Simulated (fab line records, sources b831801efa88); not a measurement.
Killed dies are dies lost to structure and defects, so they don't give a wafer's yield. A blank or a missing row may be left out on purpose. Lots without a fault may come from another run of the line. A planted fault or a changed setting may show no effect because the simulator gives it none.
A struck lot beside a sound one | flow sky130 | 36 steps out of a route of 708
Sound: wafers L748.3, L748.4, L748.6. Struck: wafer L751.5. (L751.2, L751.6 of the same lot were not struck and are left out.) The cause comes at the end.
At each step with rows: each side's tool, then ch and its chambers, then its first start. Under that, the readings that differ: sound wafers | struck wafers | difference of the means | sigmas: that difference in standard deviations of wafers without a fault.
alike: readings whose means differ by less than 2 such deviations, and words and numbers that are the same on both sides. not compared: withheld readings, readings that some wafer has no value for, bounds like >300 that may hide the same value, and numbers for which the record gives no deviation and whose values overlap.
The two part at a step that has a row with sigmas, a row that says differs or no value, or rows on one side only. Numbers that don't overlap but have no deviation are shown without sigmas and don't part them. A reading that every wafer of one side lacks parts them only if that side has two wafers or more.

first, 9 steps without rows for these wafers: SKY_VIA4_CMP_02 (polishes SiO2); SKY_VIA4_DEHYDRATE_04 (time 60 s); SKY_VIA4_HMDS_05 (prime time 60 s); SKY_VIA4_COAT_06 (resist thk 1140 nm); SKY_VIA4_SOFTBAKE_07 (time 60 s); SKY_VIA4_EXPOSE_08 (exposes mask VIM4, target cd 800 nm); SKY_VIA4_PEB_09; SKY_VIA4_DEVELOP_10 (develop time 60 s); SKY_VIA4_ETCH_12 (etches SiO2 in C4F8/O2/Ar, stops on TiN, target depth 580 nm).
SKY_VIA4_STRIP_13: strips in O2/N2.
  sound on plasma_asher-02 ch 0,1, day 44 07:27; struck on plasma_asher-02 ch 1, day 44 18:52
  alike: drypump_motor_current_A, n2_flow_sccm, oes_product_au, strip_time_to_endpoint_s
  not compared: rf_hours_counter_h
then, 25 steps without rows for these wafers: SKY_VIA4_STRIP_14 (strips in post etch residue remover, time 1200 s); SKY_VIA4_CLEAN_15 (cleans in IPA, time 180 s); SKY_VIA4_CLEAN_16 (cleans in O3/DIW); SKY_VIA4_SPUTTER_17 (material TiN, target thk 20 nm, time 80 s); SKY_VIA4_CVD_18 (deposits W, target thk 505 nm, time 152.14 s); SKY_VIA4_CMP_21 (polishes, stops on SiO2, t overpolish 25 s, target thk 0 nm); SKY_METAL5_SPUTTER_00 (material Ti, target thk 15 nm, time 10 s); SKY_METAL5_SPUTTER_01 (material TiN, target thk 20 nm, time 16.7 s); SKY_METAL5_SPUTTER_02 (material AlCu, target thk 1150 nm, time 61.2 s); SKY_METAL5_SPUTTER_03 (material Ti, target thk 5 nm, time 3.3 s); SKY_METAL5_SPUTTER_04 (material TiN, target thk 70 nm, time 58.3 s); SKY_METAL5_DEHYDRATE_07 (time 60 s); SKY_METAL5_HMDS_08 (prime time 60 s); SKY_METAL5_COAT_09 (resist thk 1800 nm); SKY_METAL5_SOFTBAKE_10 (time 60 s); SKY_METAL5_EXPOSE_11 (exposes mask MM5, target cd 1600 nm); SKY_METAL5_PEB_12; SKY_METAL5_DEVELOP_13 (develop time 60 s); SKY_METAL5_DESCUM_14 (chemistry O2, time 11 s); SKY_METAL5_METAL_ETCH_15 (etches the open film in Cl2/BCl3, stops on SiO2, target depth 1260 nm, time 252 s); SKY_METAL5_STRIP_16 (strips in O2/N2); SKY_METAL5_STRIP_17 (strips in post etch residue remover, time 1200 s); SKY_METAL5_CLEAN_18 (cleans in IPA, time 180 s); SKY_METAL5_CLEAN_19 (cleans in O3/DIW); SKY_PASSIVATION_CVD_00 (deposits SiO2, target thk 90 nm).
-- the record jumps here: 3 days lie between the struck wafers' starts before and after (it left off in module PASSIVATION and takes up again in module PAD_OPEN, whose first step shown is number 708 of the route) --
SKY_PAD_OPEN_PROBE_99:
  sound on prober-02, day 47 04:32; struck on prober-01, day 47 14:59
  reading                               | sound               | struck | difference | sigmas
  defect_limited_yield (%)              | 81.1 82.9 83.1      | 71.7   | -10.7      | -6
  killed_at_M4_up                       | 4 4 3               | 62     | +58        | +36
  killed_at_other                       | 5 2 2               | 0      | -3         | -4
  killed_dies                           | 93 84 83            | 139    | +52        | +6
  sort_bin_3_pad_short (%)              | 0.4 1.8 0.6         | 3.9    | +3.0       | +7
  sort_bin_5_function (%)               | 12.2 9.8 8.5        | 18.1   | +7.9       | +5
  sort_n_pass                           | 399 408 409         | 353    | -52        | -6
  sort_yield_pct (%)                    | 81.1 82.9 83.1      | 71.7   | -10.7      | -6
  model.etest.tester.sort_n_pass        | 399 408 409         | 353    | -52        |
  model.etest.tester.sort_yield_pct (%) | 81.1 82.93 83.13    | 71.75  | -10.64     |
  model.etest.tester.sort_bin_5_pct (%) | 12.2 9.756 8.537    | 18.09  | +7.93      |
  model.etest.tester.sort_bin_3_pct (%) | 0.4065 1.829 0.6098 | 3.862  | +2.914     |
  alike: killed_at_M0_to_M3, killed_at_contacts, killed_at_front_end, killed_open, killed_short, sort_bin_6_memory

WHERE THEY PART
Only at SKY_PAD_OPEN_PROBE_99, within this record.

WHY: what the simulator had put in
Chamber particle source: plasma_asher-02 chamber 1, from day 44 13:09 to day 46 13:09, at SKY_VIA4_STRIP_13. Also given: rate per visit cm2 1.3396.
